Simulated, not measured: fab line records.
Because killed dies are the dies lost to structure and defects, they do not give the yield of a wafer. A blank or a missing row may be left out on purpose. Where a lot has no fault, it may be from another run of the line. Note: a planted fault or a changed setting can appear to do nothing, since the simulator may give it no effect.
2 desks, one fault :: flow sky130 :: only its own numbers are on each desk; what lay behind them is given at the end

## THE TOOL OWNER'S DESK: litho-track-04
Per lot that ran on this tool, the mean of the sampled wafers carrying a number, from the tool's own readings at SKY_METAL5_SOFTBAKE_10 (time 60 s). The brackets show how far a lot's mean lies from the usual mean; more than 4 standard deviations puts the lot out of limits, marked OUT.
Columns: A = heater-power-total-W at SKY_METAL5_SOFTBAKE_10, usual 56.60 W; B = plate-temp-C at SKY_METAL5_SOFTBAKE_10, usual 89.98 C
lot: L304
first seen here: day 43 21:50
A: 56.62
B: 89.86

lot: L305
first seen here: day 44 11:26
A: 54.23 (-58) OUT
B: 87.34 (-19) OUT

lot: L307
first seen here: day 44 23:07
A: 54.24 (-58) OUT
B: 87.39 (-19) OUT

lot: L308
first seen here: day 44 23:43
A: 54.21 (-58) OUT
B: 87.40 (-18) OUT
This desk's verdict: out of limits on L305, L307, L308, starting with L305 at day 44 11:26 (heater-power-total-W at SKY_METAL5_SOFTBAKE_10). In limits: L304.

## AT THE METROLOGY DESK
What the gauges read for every lot (on any tool): the sampled wafers with a number, averaged. The brackets show how far a lot's mean lies from the usual mean; more than 4 standard deviations puts the lot out of limits, marked OUT.
Columns: A = VIA4_W_THK at SKY_VIA4_THK_MEAS_20, usual 526 nm; B = METAL5_ALCU_RS at SKY_METAL5_RS_MEAS_05, usual 0.02706 ohm/sq; C = METAL5_ALCU_THK at SKY_METAL5_THK_MEAS_06, usual 1125 nm
lot: L304
first seen here: day 43 11:04
A: 538
B: 0.02679
C: 1123

lot: L305
first seen here: day 43 22:39
A: 534
B: 0.02746
C: 1107

lot: L307
first seen here: day 44 12:44
A: 526
B: 0.02709
C: 1121

lot: L308
first seen here: day 44 13:02
A: 527
B: 0.02691
C: 1124

lot: L320
first seen here: day 47 18:41
A: 542
B: 0.02674
C: 1135

lot: L321
first seen here: day 47 18:49
A: 524
B: 0.02724
C: 1125

lot: L322
first seen here: day 47 22:21
A: 537
B: 0.02731
C: 1112
This desk's verdict: no lot among the 7 shows anything out of limits.

## BROUGHT TOGETHER
The tool owner's desk could have raised an alarm at day 44 11:26, on L305, L307, L308.
The metrology desk saw nothing out of limits.
The metrology desk holds a record of L305, L307, L308, inside its limits.
Every lot named ran SKY_METAL5_SOFTBAKE_10 on litho-track-04.

## WHAT WAS PUT IN BY THE SIMULATOR
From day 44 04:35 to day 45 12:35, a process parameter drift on litho-track-04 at SKY_METAL5_SOFTBAKE_10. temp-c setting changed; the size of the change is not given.
Lots struck among those shown: L305, L307, L308.
Delay in hours, fault start to first out-of-limits reading, by desk: the tool owner's desk at 7.
